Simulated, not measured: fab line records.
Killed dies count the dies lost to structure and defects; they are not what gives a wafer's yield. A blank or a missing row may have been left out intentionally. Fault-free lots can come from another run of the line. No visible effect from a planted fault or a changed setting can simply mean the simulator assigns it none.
Chamber matching -- flow gf180mcu -- cmp-02 running GF_V3_CMP_26: 3 sister chambers
The step polishes, stops on SiO2, t overpolish 15 s, target thk 0 nm. 6 wafers are shown with their chamber, then 5 later ones without.

WAFERS PAIRED WITH THEIR CHAMBERS
wafer,chamber,time-to-endpoint-s (s),motor-current-A (A)
L953.5,2,86,11.2
L953.6,3,88,11.1
L954.1,1,90,12.3
L954.2,2,86,12.0
L954.4,3,89,11.3
L955.3,1,91,11.5

WAFERS MISSING THEIR CHAMBER
wafer,time-to-endpoint-s (s),motor-current-A (A)
L955.4,88,10.9
L955.5,88,11.3
L957.4,82,11.2
L957.5,85,11.6
L960.1,90,11.7

CHAMBER TAKEN BY EACH
wafer,from the rows above,in truth
L955.4,3,3
L955.5,3,3
L957.4,2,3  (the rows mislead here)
L957.5,2,2
L960.1,can't be placed: 1 or 3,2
Correct placement for 3 of the 5. Not placeable from these rows: 1 (in 0, the candidates include the true chamber). Number placed wrongly: 1.
How it was worked out, from the rows above alone: a wafer's distance from a chamber is the root of the sum, over the readings, of the square of ((its reading less the chamber's mean) divided by the reading's scatter). The wafer belongs to the nearest chamber; if the next one is less than 2 further off, it can't be placed. For every chamber, the mean is computed from those of its wafers that are shown. The scatter is the square root of a quotient: the sum, over the shown wafers, of each reading's squared deviation from its chamber's mean, divided by wafers minus chambers.
